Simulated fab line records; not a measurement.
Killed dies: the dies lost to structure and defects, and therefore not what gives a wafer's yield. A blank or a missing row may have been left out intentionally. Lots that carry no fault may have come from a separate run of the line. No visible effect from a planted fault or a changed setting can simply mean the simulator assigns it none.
fab line records	flow sky130
record lots=5	wafers=15	last-day=49
route steps=708 shown VT_ADJUST_LVTN@104 VT_ADJUST_NCORE@119 PAD_OPEN@708
lots with no fault: from the same line, run without faults
start-h: start of the lot's first displayed wafer, in hours after the record's first day	wait-h: hours elapsed since this lot's preceding step	" identical to the entry in the row above	L1.1+2: a single row standing in for several wafers	- no value, or no start given	* or withheld: withheld	< > ~ a bound
route shown NAME@n: NAME is a module with steps in the file, n the number in the route of the first one	usual: mean and standard deviation over wafers with no fault	same: alike in all rows	chamber/n: place in a boat	sites: each site's reading	_std_site: their standard deviation	_edge_site: inner sites' mean taken away from outer sites' mean	radius-mm: how far each site lies from the wafer's centre	mask NAME#n: copy n	behind: the most recent tool/chamber to have shaped the wafer	hold: the reason the lot was held/the length of the hold in hours/how it ended	device: which transistor (n, p or np) failed to switch	end of line: tests of these same wafers at the route's end	a step without rows: its recipe alone	killed: dies that structure and defects cost at the first sort, which is not the same as the wafer's yield	map: the dies of a wafer, with x for killed, . for not killed, _ for no die there
set.NAME: the setting as run; set.NAME@STEP: as run at that earlier step	model.NAME: the simulator's own value behind a step, which no gauge read
a table for each step, a row for each wafer; lots at some steps of the route
services: the hour from which a tool's chamber was out of use, counted from the record's first day as start-h (under 0 if before that day), plus the number of hours and why
## steps
# step SKY_VT_ADJUST_LVTN_OVL_MEAS_07
# usual VT_ADJUST_LVTN_OVL=0.6/1.4
lot.wafer	tool	chamber	start-h	wait-h	VT_ADJUST_LVTN_OVL[nm]
L746.2	overlay-01	-	140.01	-	2.0
L746.3	"	-	"	"	1.8
L746.4	"	-	"	"	1.6
L758.2	overlay-01	-	223.16	-	1.9
L758.5	"	-	"	"	0.8
L758.6	"	-	"	"	0.6
L759.1	overlay-02	-	229.85	-	2.0
L759.2	"	-	"	"	1.6
L759.5	"	-	"	"	1.0
L763.2	overlay-02	-	251.43	-	-0.1
L763.3	"	-	"	"	-0.8
L763.4	"	-	"	"	-0.5
L764.2	overlay-02	-	257.15	-	-0.4
L764.5	"	-	"	"	-0.2
L764.6	"	-	"	"	1.0
# step SKY_VT_ADJUST_LVTN_IMPLANT_08
# recipe species=B	energy-kev=30	dose-cm2=1.57e+12	tilt-deg=withheld
# step SKY_VT_ADJUST_LVTN_STRIP_09
# recipe chemistry=O2/N2	power-w=1400	pressure-mtorr=1500	platen-temp-c=withheld	o2-flow-sccm=3000	n2-flow-sccm=300	overash-fraction=0.5
# usual drypump-motor-current-A=5.8/0.55	o2-flow-sccm=3000/8.8	oes-product-au=0.723/0.0046	strip-time-to-endpoint-s=36.89/0.12
lot.wafer	tool	chamber	start-h	wait-h	drypump-motor-current-A	o2-flow-sccm	oes-product-au	rf-hours-counter-h	strip-time-to-endpoint-s
L746.2	plasma-asher-03	1	140.19	0.1	5.8	3006	0.723	44	36.51
L746.3	"	1	"	"	5.8	3001	0.720	-	36.64
L746.4	"	0	"	"	4.9	2990	0.728	-	36.72
L758.2	plasma-asher-03	1	223.34	0.1	5.7	2995	0.715	52	37.00
L758.5	"	0	"	"	4.9	2990	0.728	-	36.99
L758.6	"	1	"	"	5.7	2992	0.732	-	36.98
L759.1	plasma-asher-02	1	230.04	0.1	5.8	3008	0.725	53	36.95
L759.2	"	0	"	"	6.1	2998	0.713	53	36.92
L759.5	"	1	"	"	5.8	3010	0.726	-	36.89
L763.2	plasma-asher-02	0	251.61	0.1	6.1	2999	0.731	55	37.02
L763.3	"	0	"	"	6.1	2987	0.720	-	37.10
L763.4	"	1	"	"	5.7	2995	0.726	-	37.11
L764.2	plasma-asher-03	0	257.33	0.1	4.9	3007	0.723	55	36.87
L764.5	"	1	"	"	5.7	2993	0.725	-	36.85
L764.6	"	0	"	"	4.9	3018	0.725	-	36.85
# step SKY_VT_ADJUST_LVTN_TW_MEAS_10
# usual VT_ADJUST_LVTN_TW=242.9/1.6
lot.wafer	tool	chamber	start-h	wait-h	VT_ADJUST_LVTN_TW
L746.2	film-metro-01	-	140.30	0.1	242.9
L746.3	"	-	"	"	244.3
L746.4	"	-	"	"	243.3
L758.2	film-metro-04	-	223.45	0.1	243.4
L758.5	"	-	"	"	244.5
L758.6	"	-	"	"	243.1
L759.1	film-metro-04	-	230.14	0.1	244.0
L759.2	"	-	"	"	243.3
L759.5	"	-	"	"	242.6
L763.2	film-metro-01	-	251.72	0.1	242.5
L763.3	"	-	"	"	244.6
L763.4	"	-	"	"	244.0
L764.2	film-metro-03	-	257.44	0.1	241.0
L764.5	"	-	"	"	241.4
L764.6	"	-	"	"	241.4
# step SKY_VT_ADJUST_LVTN_DEHYDRATE_11
# recipe temp-c=200	time-s=60
# step SKY_VT_ADJUST_LVTN_HMDS_12
# recipe prime-time-s=60	prime-temp-c=120
# step SKY_VT_ADJUST_LVTN_COAT_13
# recipe resist=NOVOLAK	spin-rpm=3000	resist-thk-nm=1140
# step SKY_VT_ADJUST_LVTN_SOFTBAKE_14
# recipe temp-c=90	time-s=60	resist=NOVOLAK
# step SKY_VT_ADJUST_LVTN_EXPOSE_15
# recipe mask-id=HVN_STD_DERIVED	na=0.6	source-shape=conventional	sigma-outer=0.6	polarization=unpolarized	target-cd-nm=600	dose-mj=163
# step SKY_VT_ADJUST_LVTN_PEB_16
# recipe temp-c=withheld	time-s=*	resist=NOVOLAK
# step SKY_VT_ADJUST_LVTN_DEVELOP_17
# recipe resist=NOVOLAK	developer=TMAH	develop-time-s=60	dev-temp-c=23
# step SKY_VT_ADJUST_LVTN_OVL_MEAS_18
# usual VT_ADJUST_LVTN_01_OVL=-0.4/1.3
lot.wafer	tool	chamber	start-h	wait-h	VT_ADJUST_LVTN_01_OVL[nm]
L746.2	overlay-01	-	159.68	0.1	-0.3
L746.3	"	-	"	"	-0.1
L746.4	"	-	"	"	1.2
L758.2	overlay-01	-	246.35	0.1	0.6
L758.5	"	-	"	"	0.9
L758.6	"	-	"	"	1.1
L759.1	overlay-02	-	253.44	0.1	-2.6
L759.2	"	-	"	"	-1.3
L759.5	"	-	"	"	-2.5
L763.2	overlay-01	-	274.70	0.1	-0.9
L763.3	"	-	"	"	0.4
L763.4	"	-	"	"	-0.7
L764.2	overlay-02	-	281.20	0.1	-1.4
L764.5	"	-	"	"	0.8
L764.6	"	-	"	"	0.0
# step SKY_VT_ADJUST_LVTN_IMPLANT_19
# recipe species=B	energy-kev=30	dose-cm2=6.5e+11	tilt-deg=withheld
lot.wafer	tool	chamber	start-h	wait-h
L746.2+3+4	implanter-04	0	159.73	0.0
L758.2+5+6	implanter-01	0	246.40	0.0
L759.1+2+5	implanter-04	0	253.48	0.0
L763.2+3+4	implanter-03	0	274.75	0.0
L764.2+5+6	implanter-03	0	281.25	0.0
# step SKY_VT_ADJUST_LVTN_STRIP_20
# recipe chemistry=O2/N2	power-w=1400	pressure-mtorr=1500	platen-temp-c=withheld	o2-flow-sccm=3000	n2-flow-sccm=300	overash-fraction=0.5
# usual drypump-motor-current-A=6.0/0.47	o2-flow-sccm=3000/9.7	oes-product-au=0.716/0.0044	strip-time-to-endpoint-s=14.16/0.036
lot.wafer	tool	chamber	start-h	wait-h	drypump-motor-current-A	o2-flow-sccm	oes-product-au	rf-hours-counter-h	strip-time-to-endpoint-s
L746.2	plasma-asher-02	1	159.86	0.1	5.7	2990	0.717	46	14.22
L746.3	"	1	"	"	5.7	2997	0.715	-	14.16
L746.4	"	0	"	"	6.1	3009	0.717	-	14.16
L758.2	plasma-asher-02	1	246.53	0.1	5.8	3016	0.723	55	14.10
L758.5	"	0	"	"	6.2	2992	0.709	-	14.15
L758.6	"	1	"	"	5.8	2998	0.717	-	14.10
L759.1	plasma-asher-02	1	253.63	0.1	5.8	3008	0.714	55	14.20
L759.2	"	0	"	"	6.1	3003	0.723	55	14.19
L759.5	"	1	"	"	5.8	3004	0.718	-	14.18
L763.2	plasma-asher-01	0	274.88	0.1	6.6	3008	0.714	48	14.14
L763.3	"	1	"	"	6.1	3011	0.722	-	14.11
L763.4	"	0	"	"	6.6	3004	0.717	-	14.12
L764.2	plasma-asher-02	0	281.38	0.1	6.1	3000	0.713	58	14.10
L764.5	"	0	"	"	6.1	3009	0.715	-	14.14
L764.6	"	1	"	"	5.8	2999	0.716	-	14.17
# step SKY_VT_ADJUST_LVTN_TW_MEAS_21
# usual VT_ADJUST_LVTN_2_TW=188.8/0.86
lot.wafer	tool	chamber	start-h	wait-h	VT_ADJUST_LVTN_2_TW
L746.2	film-metro-01	-	159.97	0.1	189.8
L746.3	"	-	"	"	188.8
L746.4	"	-	"	"	188.6
L758.2	film-metro-04	-	246.64	0.1	188.9
L758.5	"	-	"	"	189.5
L758.6	"	-	"	"	188.3
L759.1	film-metro-03	-	253.73	0.1	185.6
L759.2	"	-	"	"	186.5
L759.5	"	-	"	"	185.1
L763.2	film-metro-01	-	274.99	0.1	189.5
L763.3	"	-	"	"	189.2
L763.4	"	-	"	"	189.4
L764.2	film-metro-01	-	281.49	0.1	188.5
L764.5	"	-	"	"	189.6
L764.6	"	-	"	"	189.9
# step SKY_VT_ADJUST_NCORE_DEHYDRATE_00
# recipe temp-c=200	time-s=60
# step SKY_PAD_OPEN_PROBE_99
# usual killed_at_M0_to_M3=43/6.5	killed_at_M4_up=3.2/1.8	killed-at-contacts=24/5.2	killed-at-front-end=15/4	killed-at-other=0.4/0.69	killed-dies=86/8.7	killed-open=47/7	killed-short=39/5.7
# same gross-dies=492	killed-at-back-side=0
lot.wafer	tool	chamber	start-h	wait-h	killed_at_M0_to_M3	killed_at_M4_up	killed-at-contacts	killed-at-front-end	killed-at-other	killed-dies	killed-open	killed-short	model.etest.nfet-g5v0d10v5.vt-v-range
L746.2	prober-02	-	1073.67	0.1	27	2	28	11	1	69	39	29	0.00697
L746.3	prober-02	-	1073.72	0.2	36	1	32	15	0	84	37	47	0.008357
L746.4	prober-02	-	1073.77	0.2	41	2	28	14	1	86	47	39	0.005347
L758.2	prober-02	-	1146.32	0.1	46	1	13	21	0	81	42	38	0.01394
L758.5	prober-02	-	1146.47	0.2	38	7	24	18	0	87	44	43	0.009502
L758.6	prober-02	-	1146.52	0.2	42	2	22	14	1	81	50	31	0.01707
L759.1	prober-01	-	1151.44	0.1	48	3	19	12	0	82	43	39	0.02142
L759.2	prober-01	-	1151.49	0.1	48	1	21	14	0	84	48	36	0.02333
L759.5	prober-01	-	1151.64	0.2	43	4	28	11	0	86	41	45	0.01873
L763.2	prober-01	-	1174.01	0.1	37	8	14	9	0	68	28	40	0.009749
L763.3	prober-01	-	1174.06	0.2	47	2	26	13	0	88	52	35	0.01727
L763.4	prober-01	-	1174.11	0.2	38	1	19	18	0	76	47	29	0.0162
L764.2	prober-02	-	1174.62	0.1	43	6	20	17	0	86	42	44	0.01453
L764.5	prober-02	-	1174.77	0.2	53	5	23	16	0	97	59	38	0.01364
L764.6	prober-02	-	1174.82	0.2	43	2	22	14	0	81	46	35	0.01228
# killed by level:class
L746.2 LI_CONTACT:geometric-particle:open=11 CONTACT:geometric-particle:open=7 FIELD_ISO:geometric-particle:short=5 VIA2:geometric-particle:open=5 METAL2:geometric-particle:short=5 FIELD_ISO:geometric-particle:open=4 LI_CONTACT:geometric-particle:short=4 METAL1:geometric-particle:short=4
L746.3 VIA1:geometric-particle:open=10 LI_CONTACT:geometric-particle:open=8 LOCAL_INTERCONNECT:geometric-particle:short=8 METAL1:geometric-particle:short=7 CONTACT:geometric-particle:open=6 FIELD_ISO:geometric-particle:short=5 FIELD_ISO:geometric-particle:open=5 LI_CONTACT:geometric-particle:short=5
L746.4 LI_CONTACT:geometric-particle:open=10 CONTACT:geometric-particle:open=8 VIA1:geometric-particle:open=7 VIA2:geometric-particle:open=7 CONTACT:geometric-particle:short=5 FIELD_ISO:geometric-particle:short=4 METAL1:geometric-particle:short=4 VIA1:geometric-particle:short=4
L758.2 METAL1:geometric-particle:short=10 VIA3:geometric-particle:open=10 FIELD_ISO:geometric-particle:open=6 VIA1:geometric-particle:open=6 METAL2:geometric-particle:short=5 POLY_GATE:geometric-particle:open=4 POLY_GATE:geometric-particle:short=4 LI_CONTACT:geometric-particle:open=4
L758.5 VIA1:geometric-particle:short=8 LI_CONTACT:geometric-particle:open=8 VIA1:geometric-particle:open=8 POLY_GATE:geometric-particle:short=7 VIA3:geometric-particle:open=6 METAL1:geometric-particle:short=5 CONTACT:geometric-particle:short=4 CONTACT:geometric-particle:open=4
L758.6 VIA1:geometric-particle:open=12 VIA3:geometric-particle:open=7 LOCAL_INTERCONNECT:geometric-particle:short=6 CONTACT:geometric-particle:open=6 VIA2:geometric-particle:open=6 POLY_GATE:geometric-particle:short=4 LI_CONTACT:geometric-particle:open=4 METAL1:geometric-particle:short=4
L759.1 VIA1:geometric-particle:open=9 VIA1:geometric-particle:short=8 VIA3:geometric-particle:open=8 CONTACT:geometric-particle:short=6 CONTACT:geometric-particle:open=6 METAL1:geometric-particle:short=6 VIA2:geometric-particle:open=6 FIELD_ISO:geometric-particle:open=4
L759.2 VIA1:geometric-particle:open=14 LI_CONTACT:geometric-particle:open=8 VIA2:geometric-particle:open=8 METAL1:geometric-particle:short=6 VIA1:geometric-particle:short=5 POLY_GATE:geometric-particle:open=4 LI_CONTACT:geometric-particle:short=4 LOCAL_INTERCONNECT:geometric-particle:short=4
L759.5 VIA1:geometric-particle:open=9 METAL1:geometric-particle:short=8 LOCAL_INTERCONNECT:geometric-particle:short=7 CONTACT:geometric-particle:open=7 LI_CONTACT:geometric-particle:open=6 CONTACT:geometric-particle:short=6 VIA2:geometric-particle:open=6 VIA3:geometric-particle:open=6
L763.2 VIA1:geometric-particle:open=8 VIA1:geometric-particle:short=7 METAL4:geometric-particle:short=7 METAL1:geometric-particle:short=6 CONTACT:geometric-particle:short=5 VIA3:geometric-particle:open=5 FIELD_ISO:geometric-particle:short=4 CONTACT:geometric-particle:open=4
L763.3 VIA1:geometric-particle:open=12 VIA3:geometric-particle:open=10 CONTACT:geometric-particle:open=9 CONTACT:geometric-particle:short=8 LI_CONTACT:geometric-particle:open=7 METAL2:geometric-particle:short=7 FIELD_ISO:geometric-particle:short=4 METAL1:geometric-particle:short=4
L763.4 VIA1:geometric-particle:open=10 FIELD_ISO:geometric-particle:open=7 POLY_GATE:geometric-particle:open=7 CONTACT:geometric-particle:open=7 VIA1:geometric-particle:short=5 METAL2:geometric-particle:short=5 VIA2:geometric-particle:open=5 LI_CONTACT:geometric-particle:open=4
L764.2 VIA2:geometric-particle:open=12 POLY_GATE:geometric-particle:open=7 METAL1:geometric-particle:short=7 CONTACT:geometric-particle:open=6 LI_CONTACT:geometric-particle:short=5 VIA1:geometric-particle:short=5 VIA3:geometric-particle:short=5 FIELD_ISO:geometric-particle:short=4
L764.5 VIA1:geometric-particle:open=12 VIA2:geometric-particle:open=12 CONTACT:geometric-particle:open=9 VIA3:geometric-particle:open=7 VIA1:geometric-particle:short=7 METAL2:geometric-particle:short=6 POLY_GATE:geometric-particle:open=5 POLY_GATE:geometric-particle:short=5
L764.6 VIA1:geometric-particle:open=11 CONTACT:geometric-particle:open=8 LI_CONTACT:geometric-particle:open=6 VIA3:geometric-particle:open=6 VIA2:geometric-particle:open=6 METAL1:geometric-particle:short=5 FIELD_ISO:geometric-particle:short=4 LI_CONTACT:geometric-particle:short=4
## services
tool	chamber	start-h	hours	kind
implanter-04	-	140.96	1.3	repair
implanter-01	-	155.54	2.8	pm
implanter-01	-	167.29	1.4	repair
implanter-01	-	180.88	3.0	pm
implanter-01	-	188.52	3.2	repair
plasma-asher-01	-	188.90	2.5	repair
implanter-03	-	204.42	4.5	repair
implanter-04	-	226.99	4.1	repair
implanter-03	-	247.90	4.8	pm
## key
first-sign step=SKY_VT_ADJUST_LVTN_TW_MEAS_21	reading=VT_ADJUST_LVTN_2_TW	direction=down	sigmas=3.5	usual=188.8	struck=185.7
effect none on later readings
model-effect step=SKY_PAD_OPEN_PROBE_99	value=etest.nfet-g5v0d10v5.vt-v-range	without=0.01542	struck=0.02116
met-at SKY_VT_ADJUST_LVTN_IMPLANT_19
struck-wafers L759.1,L759.2,L759.5
tester-left-out L759
onset-between 159.73 253.48
fault kind=process-parameter-drift	tool=implanter-04	chamber=-	onset-h=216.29	steps=SKY_VT_ADJUST_LVTN_IMPLANT_19	channel=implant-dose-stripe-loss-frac	offset=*	shape=step	end-h=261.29
# tester-left-out: of these lots the tester's yield and bins aren't shown, on N5 and GAA mostly nor the transistor test; their killed dies are dies lost to structure and defects alone, not to doping, threshold or leakage, so they don't give the yield
